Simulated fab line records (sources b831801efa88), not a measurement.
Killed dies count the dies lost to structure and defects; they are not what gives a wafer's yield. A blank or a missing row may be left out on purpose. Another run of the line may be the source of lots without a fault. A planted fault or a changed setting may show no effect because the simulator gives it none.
Which tool was responsible?    flow sky130    11 lots, 33 wafers sampled, at 2 steps of a route of 708

WHAT THE GAUGES SHOWED, per wafer
SKY_METAL4_CD_MEAS_13 targets a cd of 300 nm.
lot   measured      on         cd-nm (nm)
L303  day 41 17:12  cd-sem-02  299.7 299.4 299.8
L304  day 42 09:36  cd-sem-02  301.7 302.4 301.1
L306  day 43 01:01  cd-sem-02  301.9 301.7 301.9
L308  day 43 15:19  cd-sem-01  298.8 298.6 298.3
L315  day 45 07:20  cd-sem-01  298.4 298.1 298.1
L316  day 45 11:31  cd-sem-02  299.6 299.6 298.7
L319  day 46 11:39  cd-sem-01  301.5 300.1 300.0
L321  day 47 03:18  cd-sem-01  301.0 300.6 299.9
L322  day 47 05:31  cd-sem-01  299.7 299.9 299.0
L324  day 47 11:04  cd-sem-02  299.1 298.5 299.7
L325  day 47 16:27  cd-sem-01  298.6 298.0 299.9

WHAT TOOL EACH LOT RAN ON (gives the tool, then ch and the chambers of the sampled wafers, and finally the start)
lot   SKY_METAL4_SPUTTER_00
L303  pvd-sputter-04, day 39 15:55
L304  pvd-sputter-03, day 40 09:11
L306  pvd-sputter-03, day 41 01:52
L308  pvd-sputter-02, day 41 16:01
L315  pvd-sputter-03, day 43 10:19
L316  pvd-sputter-03, day 43 14:23
L319  pvd-sputter-02, day 44 17:00
L321  pvd-sputter-02, day 45 08:20
L322  pvd-sputter-04, day 45 12:40
L324  pvd-sputter-02, day 45 17:11
L325  pvd-sputter-04, day 45 22:57
- SKY_METAL4_SPUTTER_00: material Ti, target thk 15 nm, time 10 s.

THE ANSWER, worked out from the rows above alone
Rule: what is usual is taken from the lots themselves. The widest of any qualifying gaps counts: lots, ordered by their means at a reading, are off when they make up no more than a third of the lots, leave a main group of 4 or more, and stand apart from it by 3 or more times the standard deviation of that group's means. Not used: any main group whose means are identical at the precision the tables above print for the reading. A lot without any number at a reading at which 4 lots or more have one is off too. The other lots that the step has rows for count as sound.
Across all readings shown, no lot is off: no conclusion can be drawn from this.

WHAT THE SIMULATOR HAD INSERTED
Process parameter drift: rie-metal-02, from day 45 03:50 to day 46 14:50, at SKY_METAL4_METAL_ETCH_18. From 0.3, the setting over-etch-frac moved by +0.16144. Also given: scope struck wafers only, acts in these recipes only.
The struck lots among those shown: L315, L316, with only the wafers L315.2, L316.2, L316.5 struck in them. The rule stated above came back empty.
